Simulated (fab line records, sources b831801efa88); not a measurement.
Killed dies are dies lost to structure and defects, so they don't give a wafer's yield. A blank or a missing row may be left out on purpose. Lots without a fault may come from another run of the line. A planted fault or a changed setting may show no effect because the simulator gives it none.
Problem report in the 8D (eight disciplines) form, filled by code | flow gf180mcu | the parts of the form that need people (team, actions taken, sign-off) are left out

1. THE PROBLEM
DUAL_GATE_OXIDATION_00_THK at GF_DUAL_GATE_THK_MEAS_03 reads a mean of 8.75 nm on 6 wafers of 2 lots; wafers without a fault read 10.97 nm with a standard deviation of 0.21. That is -11 standard deviations from the usual mean.
First seen on wafer L954.1, day 11 13:31, on film_metro-02. The record holds 36 wafers of 12 lots with a number at this step. Rule for "out", or "out of limits": more than 4 standard deviations from the usual mean. The other wafers with a number count as sound.

2. WHAT IT IS AND WHAT IT IS NOT
question                    | is                           | is not
which readings at this step | DUAL_GATE_OXIDATION_00_THK   | -
which lots                  | L954, L955                   | L940, L941, L942, L943, L944, L945, L946, L959, L961, L963
which wafers of those lots  | all that have a number       | -
read on which gauges        | film_metro-01, film_metro-02 | film_metro-03
when                        | from day 11 13:31            | up to then (21 sound wafers); but 9 sound wafers of L959, L961, L963 came after

3. SUSPECTS, AND WHAT RULES EACH OUT
Counting: a tool at a process step up to the reading stays a suspect if it ran every lot that is out and no sound lot after the first of them.
- the gauge at GF_DUAL_GATE_THK_MEAS_03: ruled out. The wafers that are out were read on 2 gauges (film_metro-01, film_metro-02).
- furnace-01 at GF_DUAL_GATE_OXIDATION_02 (stabilise 600 s, purge 300 s, target thk 10.887 nm): kept. It ran every lot that is out, first L954 (day 11 12:04), and no sound lot after that; its last sound lot up to then is L944 (day 8 18:31). Its own readings are out on those wafers: spike_tc_bottom_C, spike_tc_centre_C, spike_tc_lower_C, spike_tc_top_C, spike_tc_upper_C, tube_center_temp_C, tube_center_temp_C_max.
Left after counting: furnace-01 at GF_DUAL_GATE_OXIDATION_02.

4. THE CAUSE (what the simulator had put in)
Process parameter drift: furnace-01, from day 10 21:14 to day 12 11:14, at GF_DUAL_GATE_OXIDATION_02. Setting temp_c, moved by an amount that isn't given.
Counting left only this tool.

5. THE CHAIN OF EFFECTS, in route order
Each row: a reading whose mean over the struck wafers that have a number lies more than 3 standard deviations from the usual. Only readings for which the record gives a usual standard deviation are gone through. hours: the time from each lot's start at the first step in this table that gives one to its start at this step, as a median over the lots. sigmas: the change in usual standard deviations.
hours | step                      | reading                    | usual    | on struck wafers | change | sigmas
0     | GF_DUAL_GATE_OXIDATION_02 | spike_tc_bottom_C          | 920 C    | 904              | -16    | -4.4
0     | GF_DUAL_GATE_OXIDATION_02 | spike_tc_centre_C          | 900.8 C  | 881.8            | -19.0  | -14
0     | GF_DUAL_GATE_OXIDATION_02 | spike_tc_lower_C           | 899.4 C  | 879.2            | -20.2  | -20
0     | GF_DUAL_GATE_OXIDATION_02 | spike_tc_top_C             | 911 C    | 885              | -26    | -4.3
0     | GF_DUAL_GATE_OXIDATION_02 | spike_tc_upper_C           | 899.8 C  | 879.5            | -20.3  | -20
0     | GF_DUAL_GATE_OXIDATION_02 | tube_center_temp_C         | 900.01 C | 879.97           | -20.04 | -99 or more
0     | GF_DUAL_GATE_OXIDATION_02 | tube_center_temp_C_max     | 902.4    | 882.6            | -19.8  | -50
0     | GF_DUAL_GATE_OXIDATION_02 | zone_power_bottom_pct      | 26.3 %   | 25.0             | -1.3   | -3.2
0     | GF_DUAL_GATE_OXIDATION_02 | zone_power_upper_pct       | 16.2 %   | 15.2             | -1.0   | -3.3
1     | GF_DUAL_GATE_THK_MEAS_03  | DUAL_GATE_OXIDATION_00_THK | 10.97 nm | 8.75             | -2.22  | -11
The process steps in it:
- GF_DUAL_GATE_OXIDATION_02: stabilise 600 s, purge 300 s, target thk 10.887 nm.

6. WHAT WOULD HAVE CAUGHT IT SOONER
In this record the first reading out of limits at a measuring or inspecting step was taken at day 11 13:31, 16 hours after the fault began at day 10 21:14.
The tool's own readings at GF_DUAL_GATE_OXIDATION_02 were out on every struck wafer that the step has a row for (spike_tc_bottom_C, spike_tc_centre_C, spike_tc_lower_C, spike_tc_top_C, spike_tc_upper_C, tube_center_temp_C, tube_center_temp_C_max): an alarm limit on them would have fired on the first of those.
Of the lots that are out (2), L955 began GF_DUAL_GATE_OXIDATION_02 on furnace-01 after day 11 13:31. A hold on the tool at that time would have spared it.
